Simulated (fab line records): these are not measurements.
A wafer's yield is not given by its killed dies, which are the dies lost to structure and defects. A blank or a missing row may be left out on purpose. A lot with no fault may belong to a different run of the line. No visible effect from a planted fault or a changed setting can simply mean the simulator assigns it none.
Split-lot experiment ; flow sky130 ; 23 wafers read across 5 lots, on a route 708 steps long

== ABOUT THE SPLIT ==
At SKY_VT_ADJUST_HVTR_IMPLANT_09, the setting energy_kev was moved away from the recipe's 10 on 4 of the 23 wafers read, by -4.0% to +5.1%. The other wafers ran this setting at the recipe's value.

The split's own step is where the reading is taken.

== THE READING ==
implant.drp_nm (the simulator's own value, which no gauge read), in nm, at SKY_VT_ADJUST_HVTR_IMPLANT_09. The file gives no usual value for it.

wafer;tool, chamber at the split;energy_kev as run;against the recipe;implant.drp_nm, nm;against lot-mates on the recipe
L076.2;implanter-03, 0;10;recipe;17.11;-
L076.3;implanter-03, 0;10;recipe;17.11;-
L076.6;implanter-03, 0;10;recipe;17.11;-
L076.4;implanter-03, 0;9.602;-4.0%;16.64;-0.47
L076.5;implanter-03, 0;9.602;-4.0%;16.64;-0.47
L079.1;implanter-03, 0;10;recipe;17.11;-
L079.2;implanter-03, 0;10;recipe;17.11;-
L079.3;implanter-03, 0;10;recipe;17.11;-
L079.4;implanter-03, 0;10;recipe;17.11;-
L079.5;implanter-03, 0;10;recipe;17.11;-
L080.1;implanter-03, 0;10;recipe;17.11;-
L080.4;implanter-03, 0;10;recipe;17.11;-
L080.6;implanter-03, 0;10;recipe;17.11;-
L080.3;implanter-03, 0;10.51;+5.1%;17.72;+0.61
L080.5;implanter-03, 0;10.51;+5.1%;17.72;+0.61
L081.1;implanter-02, 0;10;recipe;17.11;-
L081.2;implanter-02, 0;10;recipe;17.11;-
L081.6;implanter-02, 0;10;recipe;17.11;-
L085.1;implanter-04, 0;10;recipe;17.11;-
L085.2;implanter-04, 0;10;recipe;17.11;-
L085.4;implanter-04, 0;10;recipe;17.11;-
L085.5;implanter-04, 0;10;recipe;17.11;-
L085.6;implanter-04, 0;10;recipe;17.11;-

THE FIT
A straight line over all 23 wafers: implant.drp_nm changes by +0.119 nm for each +1% of energy_kev; r = +1.00; the points scatter about the line by 0.0013 nm.
The same after taking each lot's own level away (the mean of its wafers on the recipe; 23 wafers): +0.119 nm for each +1%; r = +1.00; scatter 0.0013 nm.
Per that fit: largest energy_kev move, reading shift of 0.61 nm.
The lots' own levels span 17.110 to 17.110 nm.
So the lot-to-lot level changes the slope little: the two slopes agree.
Check: for one of the wafers moved furthest among these (+5.1%), held out of the fit, the line's prediction against its lot-mates is +0.606 nm. Against them it came out at +0.61 nm.

== THE WHOLE CHAIN: every reading that the file lists as answering this split, in the file's order ==
step;what it does;reading;change (the file's fit);r (the file's)
SKY_VT_ADJUST_HVTR_IMPLANT_09;;implant.rp_nm (the simulator's own value, which no gauge read);+0.309 nm for each +1% of the setting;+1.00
SKY_VT_ADJUST_HVTR_IMPLANT_09;;implant.drp_nm (the simulator's own value, which no gauge read);+0.119 nm for each +1% of the setting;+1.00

== THE FILE'S OWN FIT ==
implant.drp_nm changes by +0.119 nm for each +1% of energy_kev, r = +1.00.
